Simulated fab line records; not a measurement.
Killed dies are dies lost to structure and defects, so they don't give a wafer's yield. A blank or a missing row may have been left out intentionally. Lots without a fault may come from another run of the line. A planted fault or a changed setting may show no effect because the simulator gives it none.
fab line records	flow gf180mcu	part 1 of 2: steps 1 to 23 of 33
record: lots: 5	wafers: 15	lastDay: 34
route steps=602 shown STI@12 DNWELL@32 NWELL@42
lots with no fault: from the same line, run without faults
startH: hours from the record's opening day to when the first of the lot's shown wafers began	waitH: hours elapsed since this lot's preceding step	" same as the row above	L1.1+2: a row that stands for several wafers	- no value present, or no start provided	* or withheld: withheld	< > ~ a bound
route shown NAME@n: NAME is a module with steps in the file, n the number in the route of the first one	usual: mean and standard deviation over wafers with no fault	same: alike in all rows	chamber/n: place in a boat	sites: per-site readings	_std_site: the values' standard deviation	_edge_site: the outer-site mean with the inner-site mean subtracted	radiusMm: for every site, how far away it sits from the centre of the wafer	mask NAME#n: copy n	behind: the most recent tool/chamber to have shaped the wafer	hold: why the lot went on hold/how many hours it stayed there/how the hold came to an end	device: whichever transistor did not switch (one of n, p or np)	end of line: the tests these same wafers got at the end of their route	for a step that has no rows: nothing shown but its recipe	killed: the dies lost at the first sort to structure and to defects; this is not the yield of the wafer	map: a wafer's dies, x killed, . not, _ none there
set.NAME: the setting as run; set.NAME@STEP: as run at that earlier step	model.NAME: the simulator's own value behind a step, which no gauge read
lots at selected steps of the route; one table per step, one row per wafer
services: the hour from which a tool's chamber was out of use, counted from the record's first day as startH (under 0 if before that day), plus the number of hours and why
== steps ==
step: GF_STI_DEVELOP_11
recipe: developTimeS: 60	devTempC: 21
usual: chillPlateTempC: 22.99/0.11
lot.wafer	tool	chamber	startH	waitH	chillPlateTempC
L076.4	lithoTrack-02	0	37.05	0.1	23.02
L076.5	"	0	"	"	23.04
L076.6	"	0	"	"	22.81
L085.3	lithoTrack-01	0	82.48	0.1	23.06
L085.4	"	0	"	"	23.02
L085.5	"	0	"	"	23.21
L090.2	lithoTrack-04	0	107.41	0.2	23.02
L090.4	"	0	"	"	22.88
L090.5	"	0	"	"	22.81
L094.2	lithoTrack-02	0	128.25	0.2	22.80
L094.5	"	0	"	"	22.82
L094.6	"	0	"	"	22.92
L096.1	lithoTrack-04	0	138.19	0.2	23.01
L096.3	"	0	"	"	23.09
L096.4	"	0	"	"	23.05
step: GF_STI_CD_MEAS_12
recipe: targetCdNm: 220
usual: cdNm: 220.3/1.1
lot.wafer	tool	chamber	startH	waitH	cdNm
L076.4	cdSem-01	-	37.19	0.1	221.0
L076.5	"	-	"	"	221.5
L076.6	"	-	"	"	220.8
L085.3	cdSem-02	-	82.62	0.1	218.3
L085.4	"	-	"	"	219.8
L085.5	"	-	"	"	218.8
L090.2	cdSem-02	-	107.56	0.1	218.6
L090.4	"	-	"	"	219.8
L090.5	"	-	"	"	218.5
L094.2	cdSem-01	-	128.40	0.1	220.1
L094.5	"	-	"	"	220.7
L094.6	"	-	"	"	221.0
L096.1	cdSem-01	-	138.34	0.1	219.9
L096.3	"	-	"	"	220.7
L096.4	"	-	"	"	219.7
step: GF_STI_ETCH_13
recipe: chemistry: CHF3/O2	stopOn: Si	overEtchFrac: 0.3	targetDepthA: 2823.1	sourceW: 600	biasW: 200	pressureMtorr: 40	chf3FlowSccm: 50	O2_flow_sccm: 5	timeS: 112.9
usual: drypumpMotorCurrentA: 5.5/0.44	oesProductAu: 0.833/0.0059	throttleValvePct: 8.809/0.0097
same: timeS: 112.9
lot.wafer	tool	chamber	startH	waitH	drypumpMotorCurrentA	oesProductAu	rfHoursCounterH	throttleValvePct
L076.4	rieDiel-03	3	37.25	0.0	5.9	0.833	168	8.804
L076.5	"	0	"	"	4.8	0.832	-	8.826
L076.6	"	3	"	"	5.9	0.825	-	8.806
L085.3	rieDiel-04	0	82.70	0.1	5.4	0.835	42	8.811
L085.4	"	3	"	"	5.1	0.830	106	8.789
L085.5	"	1	"	"	5.9	0.829	-	8.827
L090.2	rieDiel-04	0	107.66	0.1	5.4	0.837	43	8.820
L090.4	"	2	"	"	6.0	0.835	58	8.802
L090.5	"	0	"	"	5.4	0.825	-	8.814
L094.2	rieDiel-03	2	128.50	0.1	5.3	0.833	65	8.790
L094.5	"	3	"	"	5.9	0.827	-	8.827
L094.6	"	2	"	"	5.3	0.830	-	8.795
L096.1	rieDiel-03	0	138.46	0.1	4.8	0.838	147	8.806
L096.3	"	1	"	"	6.3	0.837	113	8.803
L096.4	"	2	"	"	5.3	0.828	65	8.802
step: GF_STI_ETCH_14
recipe: target: Si	chemistry: HBr/Cl2/O2	targetDepthNm: 360	icpW: 600	biasW: 150	pressureMtorr: 15	HBr_flow_sccm: 150	Cl2_flow_sccm: 40	O2_flow_sccm: 6	timeS: 102.9
usual: drypumpMotorCurrentA: 5.8/0.41	mfcCl2Sccm: 39.99/0.12	oesProductAu: 1.002/0.014	throttleValvePct: 25.655/0.014
same: timeS: 102.9
lot.wafer	tool	chamber	startH	waitH	drypumpMotorCurrentA	mfcCl2Sccm	oesProductAu	rfHoursCounterH	throttleValvePct
L076.4	rieSi-02	2	37.36	0.1	6.0	40.13	1.004	-	25.654
L076.5	"	1	"	"	5.5	40.01	0.999	-	25.633
L076.6	"	0	"	"	5.8	40.03	1.010	-	25.644
L085.3	rieSi-01	0	82.78	0.0	6.1	40.04	1.017	129	25.648
L085.4	"	2	"	"	5.3	40.15	1.025	6	25.641
L085.5	"	2	"	"	5.3	39.90	1.020	-	25.639
L090.2	rieSi-01	1	107.74	0.0	5.1	40.10	0.989	129	25.645
L090.4	"	0	"	"	6.0	40.10	1.001	129	25.669
L090.5	"	2	"	"	5.3	39.91	1.017	-	25.644
L094.2	rieSi-02	2	128.58	0.0	6.0	40.19	1.005	1	25.634
L094.5	"	0	"	"	5.8	40.21	1.007	-	25.670
L094.6	"	1	"	"	5.5	39.86	1.005	-	25.651
L096.1	rieSi-02	0	138.54	0.0	5.8	39.95	1.010	108	25.652
L096.3	"	3	"	"	6.4	39.97	0.998	4	25.652
L096.4	"	1	"	"	5.5	40.02	1.005	43	25.646
step: GF_STI_STRIP_15
recipe: chemistry: O2/N2	powerW: 1400	pressureMtorr: 1500	platenTempC: 250	o2FlowSccm: 3000	n2FlowSccm: 300	overashFraction: 0.5
usual: drypumpMotorCurrentA: 6.3/0.36	heaterPowerW: 335/21	oesProductAu: 0.383/0.0055	stripTimeToEndpointS: 3.71/0.077
lot.wafer	tool	chamber	startH	waitH	drypumpMotorCurrentA	heaterPowerW	oesProductAu	rfHoursCounterH	stripTimeToEndpointS
L076.4	plasmaAsher-01	0	37.44	0.0	6.3	359	0.387	-	3.69
L076.5	"	1	"	"	6.2	314	0.386	-	3.80
L076.6	"	0	"	"	6.3	345	0.383	-	3.68
L085.3	plasmaAsher-03	0	82.89	0.1	6.7	309	0.388	-	3.70
L085.4	"	1	"	"	6.5	340	0.394	-	3.75
L085.5	"	0	"	"	6.7	306	0.383	-	3.60
L090.2	plasmaAsher-03	1	107.81	0.0	6.6	348	0.384	30	3.69
L090.4	"	1	"	"	6.6	351	0.387	-	3.68
L090.5	"	1	"	"	6.5	352	0.380	-	3.64
L094.2	plasmaAsher-03	0	128.65	0.0	6.7	313	0.371	32	3.61
L094.5	"	0	"	"	6.7	315	0.387	-	3.69
L094.6	"	1	"	"	6.5	345	0.378	-	3.63
L096.1	plasmaAsher-03	0	138.61	0.0	6.7	314	0.381	33	3.77
L096.3	"	1	"	"	6.6	351	0.389	-	3.74
L096.4	"	0	"	"	6.7	305	0.380	-	3.64
step: GF_STI_CLEAN_16
recipe: chemistry: dHF	timeS: 25	dilution: 100:1
same: timeS: 25
lot.wafer	tool	chamber	startH	waitH
L076.4+5+6	wetBench-04	2	37.50	0.0
L085.3+4+5	wetBench-01	3	82.95	0.0
L090.2+4+5	wetBench-03	3	107.91	0.1
L094.2+5+6	wetBench-04	2	128.75	0.1
L096.1+3+4	wetBench-03	0	138.71	0.1
step: GF_STI_WET_ETCH_17
recipe: chemistry: H3PO4	targetDepthNm: 45	tempC: 160	target: Si3N4	timeS: 514
usual: tempC: 160.00/0.14
same: timeS: 514
lot.wafer	tool	chamber	startH	waitH	tempC
L076.4	wetBench-01	3	37.52	0.0	159.80
L076.5	"	3	"	"	160.18
L076.6	"	3	"	"	159.84
L085.3	wetBench-03	2	82.97	0.0	159.98
L085.4	"	2	"	"	159.89
L085.5	"	2	"	"	159.99
L090.2	wetBench-01	2	107.93	0.0	160.03
L090.4	"	2	"	"	160.09
L090.5	"	2	"	"	159.92
L094.2	wetBench-01	1	128.78	0.0	160.03
L094.5	"	1	"	"	159.92
L094.6	"	1	"	"	159.87
L096.1	wetBench-01	0	138.73	0.0	159.78
L096.3	"	0	"	"	159.91
L096.4	"	0	"	"	159.81
step: GF_STI_CLEAN_18
recipe: chemistry: SC1/SC2	mix: 1:4:20	tempC: 70	timeS: 150
usual: tempC: 69.97/0.12
same: timeS: 150
lot.wafer	tool	chamber	startH	waitH	tempC
L076.4	wetBench-03	1	37.82	0.0	70.07
L076.5	"	1	"	"	69.80
L076.6	"	1	"	"	69.98
L085.3	wetBench-04	0	83.12	0.0	70.11
L085.4	"	0	"	"	69.98
L085.5	"	0	"	"	70.08
L090.2	wetBench-04	3	108.09	0.0	69.79
L090.4	"	3	"	"	69.93
L090.5	"	3	"	"	69.90
L094.2	wetBench-04	3	128.93	0.0	69.95
L094.5	"	3	"	"	70.03
L094.6	"	3	"	"	70.03
L096.1	wetBench-03	2	138.89	0.0	69.96
L096.3	"	2	"	"	70.06
L096.4	"	2	"	"	70.03
step: GF_STI_CLEAN_19
recipe: chemistry: dHF	timeS: 20	dilution: 100:1
same: timeS: 20
lot.wafer	tool	chamber	startH	waitH
L076.4+5+6	wetBench-04	1	37.87	0.0
L085.3+4+5	wetBench-03	1	83.17	0.0
L090.2+4+5	wetBench-03	3	108.14	0.0
L094.2+5+6	wetBench-03	0	129.04	0.0
L096.1+3+4	wetBench-01	1	138.94	0.0
step: GF_STI_WET_ETCH_20
recipe: chemistry: dHF	dilution: 100:1	targetDepthNm: 20	tempC: 25	dry: ipaMarangoni	target: SiO2	timeS: 400
usual: tempC: 25.00/0.1
same: timeS: 400
lot.wafer	tool	chamber	startH	waitH	tempC
L076.4	wetBench-01	2	37.89	0.0	24.96
L076.5	"	2	"	"	24.95
L076.6	"	2	"	"	24.98
L085.3	wetBench-04	2	83.18	0.0	24.93
L085.4	"	2	"	"	24.85
L085.5	"	2	"	"	24.88
L090.2	wetBench-01	0	108.16	0.0	24.94
L090.4	"	0	"	"	24.90
L090.5	"	0	"	"	24.93
L094.2	wetBench-01	1	129.06	0.0	24.97
L094.5	"	1	"	"	25.17
L094.6	"	1	"	"	25.07
L096.1	wetBench-03	2	138.96	0.0	25.02
L096.3	"	2	"	"	24.93
L096.4	"	2	"	"	24.91
step: GF_STI_OXIDATION_21
recipe: tempC: 1000	ambient: O2	stabiliseS: 600	purgeS: 300	targetThkA: 150	oxTimeS: 458
usual: oxTempCMax: 1003.4/0.94	spikeTcCentreC: 1000.6/1.5	zonePowerLowerPct: 25.1/0.7
lot.wafer	tool	chamber	startH	waitH	oxTempCMax	spikeTcCentreC	zonePowerLowerPct
L076.4	furnace-02	0	44.20	6.1	1004.1	1001.8	25.7
L076.5	"	0	"	"	1005.3	1001.9	25.4
L076.6	"	0	"	"	1005.0	1001.1	25.8
L085.3	furnace-01	0	88.53	5.2	1003.2	999.3	24.6
L085.4	"	0	"	"	1001.9	997.9	24.9
L085.5	"	0	"	"	1001.6	1000.8	24.2
L090.2	furnace-02	0	108.29	0.0	1005.1	1001.7	26.4
L090.4	"	0	"	"	1004.1	1002.7	25.7
L090.5	"	0	"	"	1004.5	1003.2	25.7
L094.2	furnace-01	0	129.18	0.0	1003.6	1000.3	24.5
L094.5	"	0	"	"	1003.6	999.5	24.4
L094.6	"	0	"	"	1002.9	999.6	24.2
L096.1	furnace-01	0	139.08	0.0	1003.1	999.2	24.3
L096.3	"	0	"	"	1003.3	998.5	24.2
L096.4	"	0	"	"	1003.6	998.9	24.7
step: GF_STI_THK_MEAS_22
recipe: reads: SiO2_of_STI_OXIDATION_21
usual: STI_OXIDATION_01_THK: 14.97/0.28
lot.wafer	tool	chamber	startH	waitH	STI_OXIDATION_01_THK[nm]
L076.4	filmMetro-03	-	45.35	0.0	15.00
L076.5	"	-	"	"	14.85
L076.6	"	-	"	"	14.97
L085.3	filmMetro-02	-	89.68	0.0	14.80
L085.4	"	-	"	"	15.02
L085.5	"	-	"	"	14.77
L090.2	filmMetro-03	-	109.42	0.0	14.97
L090.4	"	-	"	"	15.00
L090.5	"	-	"	"	15.01
L094.2	filmMetro-02	-	130.31	0.0	14.96
L094.5	"	-	"	"	15.07
L094.6	"	-	"	"	15.09
L096.1	filmMetro-03	-	140.20	0.0	15.04
L096.3	"	-	"	"	15.06
L096.4	"	-	"	"	14.84
step: GF_STI_CVD_23
recipe: material: SiO2	targetThkNm: 650	sigmaOpenFrac: 0.3	timeS: 108.3	tempC: 600	sih4FlowSccm: 60	pressureMtorr: 6
same: timeS: 108.3
lot.wafer	tool	chamber	startH	waitH
L076.4+5+6	hdpcvd-01	0,1,2	45.42	0.1
L085.3+4+5	hdpcvd-01	1,1,0	89.72	0.0
L090.2+4+5	hdpcvd-02	1,1,0	109.47	0.0
L094.2+5+6	hdpcvd-01	2,0,1	130.36	0.0
L096.1+3+4	hdpcvd-01	1,0,1	140.26	0.1
step: GF_STI_THK_MEAS_24
recipe: reads: SiO2_of_STI_CVD_23
usual: STI_CVD_23_THK: 654/8.9
lot.wafer	tool	chamber	startH	waitH	STI_CVD_23_THK[nm]
L076.4	filmMetro-03	-	45.49	0.0	651
L076.5	"	-	"	"	676
L076.6	"	-	"	"	656
L085.3	filmMetro-03	-	89.82	0.1	663
L085.4	"	-	"	"	655
L085.5	"	-	"	"	645
L090.2	filmMetro-04	-	109.56	0.0	651
L090.4	"	-	"	"	646
L090.5	"	-	"	"	657
L094.2	filmMetro-02	-	130.45	0.0	650
L094.5	"	-	"	"	651
L094.6	"	-	"	"	667
L096.1	filmMetro-02	-	140.34	0.0	665
L096.3	"	-	"	"	647
L096.4	"	-	"	"	665
step: GF_STI_CMP_25
recipe: stopOn: Si3N4	tOverpolishS: 33	downForcePsi: 4	platenRpm: 60	targetThkNm: 524.6	padVelocityMS: 0.94248
usual: motorCurrentA: 11.6/1	overpolishRunS: 33.001/0.0091	timeToEndpointS: 128/4.2
lot.wafer	tool	chamber	startH	waitH	motorCurrentA	overpolishRunS	timeToEndpointS
L076.4	cmp-01	0	45.67	0.2	11.5	33.003	125
L076.5	"	1	"	"	10.2	32.996	128
L076.6	"	2	"	"	10.6	32.984	127
L085.4	cmp-01	3	89.86	0.0	12.6	33.017	128
L085.3	"	0	"	"	11.7	33.001	127
L085.5	"	3	"	"	12.9	33.006	124
L090.2	cmp-01	0	109.61	0.0	11.5	32.998	123
L090.4	"	2	"	"	10.2	33.010	121
L090.5	"	0	"	"	11.2	33.015	127
L094.2	cmp-02	0	130.65	0.2	11.7	33.012	124
L094.5	"	1	"	"	13.4	33.007	123
L094.6	"	2	"	"	11.7	33.005	133
L096.3	cmp-01	1	140.40	0.0	11.3	32.997	128
L096.4	"	2	"	"	10.6	33.009	130
L096.1	"	3	"	"	12.8	32.985	130
step: GF_STI_WET_ETCH_26
recipe: chemistry: dHF	targetDepthNm: 94	target: SiO2	tempC: 25	dilution: 10:1	timeS: 188
usual: tempC: 25.01/0.099
same: timeS: 188
lot.wafer	tool	chamber	startH	waitH	tempC
L076.4	wetBench-03	0	45.82	0.1	24.95
L076.5	"	0	"	"	24.88
L076.6	"	0	"	"	24.90
L085.3	wetBench-04	2	90.16	0.2	24.96
L085.4	"	2	"	"	25.09
L085.5	"	2	"	"	24.98
L090.2	wetBench-01	1	109.91	0.2	24.77
L090.4	"	1	"	"	24.85
L090.5	"	1	"	"	24.88
L094.2	wetBench-03	1	130.80	0.1	24.95
L094.5	"	1	"	"	24.99
L094.6	"	1	"	"	25.01
L096.1	wetBench-03	2	140.70	0.1	25.10
L096.3	"	2	"	"	25.06
L096.4	"	2	"	"	25.06
step: GF_STI_WET_ETCH_27
recipe: chemistry: H3PO4	targetDepthNm: 160	target: Si3N4	tempC: 160	timeS: 1825
usual: tempC: 159.98/0.14
same: timeS: 1825
lot.wafer	tool	chamber	startH	waitH	tempC
L076.4	wetBench-03	0	45.88	0.0	159.96
L076.5	"	0	"	"	159.99
L076.6	"	0	"	"	159.84
L085.3	wetBench-03	2	90.22	0.0	159.99
L085.4	"	2	"	"	159.89
L085.5	"	2	"	"	159.80
L090.2	wetBench-03	0	109.98	0.0	160.06
L090.4	"	0	"	"	159.68
L090.5	"	0	"	"	159.86
L094.2	wetBench-01	3	130.86	0.0	159.95
L094.5	"	3	"	"	160.04
L094.6	"	3	"	"	159.76
L096.1	wetBench-04	3	140.76	0.0	160.01
L096.3	"	3	"	"	160.10
L096.4	"	3	"	"	160.03
step: GF_STI_WET_ETCH_28
recipe: chemistry: dHF	targetDepthNm: 20	dry: ipaMarangoni	target: SiO2	tempC: 25	dilution: 10:1	timeS: 40
usual: tempC: 25.01/0.1
same: timeS: 40
lot.wafer	tool	chamber	startH	waitH	tempC
L076.4	wetBench-04	1	46.40	0.0	25.00
L076.5	"	1	"	"	25.11
L076.6	"	1	"	"	25.01
L085.3	wetBench-01	2	90.73	0.0	24.81
L085.4	"	2	"	"	25.03
L085.5	"	2	"	"	25.02
L090.2	wetBench-01	3	110.49	0.0	25.12
L090.4	"	3	"	"	25.13
L090.5	"	3	"	"	24.98
L094.2	wetBench-04	0	131.38	0.0	24.84
L094.5	"	0	"	"	24.99
L094.6	"	0	"	"	24.87
L096.1	wetBench-03	2	141.32	0.0	25.03
L096.3	"	2	"	"	25.19
L096.4	"	2	"	"	25.10
step: GF_STI_OXIDATION_29
recipe: tempC: 900	ambient: O2	stabiliseS: 600	purgeS: 300	targetThkA: 100	oxTimeS: 1418
usual: oxTempCMax: 903.3/0.8	spikeTcCentreC: 900.8/1.3	zonePowerLowerPct: 19.8/0.53
lot.wafer	tool	chamber	startH	waitH	oxTempCMax	spikeTcCentreC	zonePowerLowerPct
L076.4	furnace-02	0	50.97	4.6	903.9	902.4	20.4
L076.5	"	0	"	"	904.1	903.5	20.1
L076.6	"	0	"	"	904.0	902.7	20.8
L085.3	furnace-01	0	90.91	0.2	902.5	901.0	19.3
L085.4	"	0	"	"	902.4	899.8	19.2
L085.5	"	0	"	"	902.5	900.9	19.7
L090.2	furnace-01	0	111.51	1.0	902.1	900.3	19.3
L090.4	"	0	"	"	902.7	897.7	19.4
L090.5	"	0	"	"	902.2	901.1	19.0
L094.2	furnace-01	0	133.25	1.8	903.0	900.6	19.5
L094.5	"	0	"	"	902.2	899.4	19.0
L094.6	"	0	"	"	902.6	900.0	19.2
L096.1	furnace-02	0	142.24	0.9	903.6	903.2	20.5
L096.3	"	0	"	"	904.0	901.3	20.5
L096.4	"	0	"	"	904.4	900.5	20.6
step: GF_STI_THK_MEAS_30
recipe: reads: SiO2_of_STI_OXIDATION_29
usual: STI_OXIDATION_02_THK: 9.99/0.24
lot.wafer	tool	chamber	startH	waitH	STI_OXIDATION_02_THK[nm]
L076.4	filmMetro-04	-	52.39	0.0	10.46
L076.5	"	-	"	"	10.38
L076.6	"	-	"	"	10.63
L085.3	filmMetro-04	-	92.32	0.0	9.93
L085.4	"	-	"	"	9.77
L085.5	"	-	"	"	9.78
L090.2	filmMetro-03	-	112.92	0.0	9.61
L090.4	"	-	"	"	9.58
L090.5	"	-	"	"	9.72
L094.2	filmMetro-02	-	134.66	0.0	10.00
L094.5	"	-	"	"	10.11
L094.6	"	-	"	"	10.12
L096.1	filmMetro-02	-	143.64	0.0	9.99
L096.3	"	-	"	"	9.84
L096.4	"	-	"	"	10.12
step: GF_DNWELL_DEHYDRATE_00
recipe: tempC: 200	timeS: 60
usual: chillPlateTempC: 22.99/0.1
same: timeS: 60
lot.wafer	tool	chamber	startH	waitH	chillPlateTempC
L076.4	lithoTrack-03	0	57.56	5.2	22.77
L076.5	"	0	"	"	22.90
L076.6	"	0	"	"	23.10
L085.3	lithoTrack-04	0	98.84	6.5	22.94
L085.4	"	0	"	"	22.98
L085.5	"	0	"	"	22.83
L090.2	lithoTrack-02	0	119.50	6.6	23.09
L090.4	"	0	"	"	23.08
L090.5	"	0	"	"	22.91
L094.2	lithoTrack-04	0	141.16	6.5	23.01
L094.5	"	0	"	"	22.89
L094.6	"	0	"	"	22.81
L096.1	lithoTrack-03	0	150.38	6.7	23.10
L096.3	"	0	"	"	22.93
L096.4	"	0	"	"	22.94
step: GF_DNWELL_HMDS_01
recipe: primeTimeS: 60	primeTempC: 120
usual: chillPlateTempC: 23.00/0.11
same: primeTimeS: 60
lot.wafer	tool	chamber	startH	waitH	chillPlateTempC
L076.4	lithoTrack-03	0	57.71	0.1	22.87
L076.5	"	0	"	"	22.78
L076.6	"	0	"	"	22.90
L085.3	lithoTrack-04	0	98.99	0.1	22.79
L085.4	"	0	"	"	23.08
L085.5	"	0	"	"	22.89
L090.2	lithoTrack-02	0	119.65	0.1	23.03
L090.4	"	0	"	"	23.03
L090.5	"	0	"	"	22.95
L094.2	lithoTrack-04	0	141.31	0.1	22.94
L094.5	"	0	"	"	22.98
L094.6	"	0	"	"	22.86
L096.1	lithoTrack-03	0	150.53	0.1	23.12
L096.3	"	0	"	"	22.95
L096.4	"	0	"	"	23.08
step: GF_DNWELL_COAT_02
recipe: spinRpm: 2000	resistThkNm: 3000
usual: chillPlateTempC: 22.98/0.1	spinSpeedRpm: 1999.8/1.3
lot.wafer	tool	chamber	startH	waitH	chillPlateTempC	spinSpeedRpm
L076.4	lithoTrack-03	0	57.86	0.1	22.95	2001.6
L076.5	"	0	"	"	22.92	2001.4
L076.6	"	0	"	"	22.94	1998.0
L085.3	lithoTrack-04	0	99.14	0.1	23.07	2000.5
L085.4	"	0	"	"	22.89	2000.3
L085.5	"	0	"	"	23.04	1997.5
L090.2	lithoTrack-02	0	119.80	0.1	22.97	1999.3
L090.4	"	0	"	"	23.14	2000.3
L090.5	"	0	"	"	22.79	2000.8
L094.2	lithoTrack-04	0	141.46	0.1	23.06	1998.8
L094.5	"	0	"	"	23.04	1999.8
L094.6	"	0	"	"	23.00	2000.0
L096.1	lithoTrack-03	0	150.68	0.1	22.95	1997.4
L096.3	"	0	"	"	22.94	1999.5
L096.4	"	0	"	"	22.95	1997.7
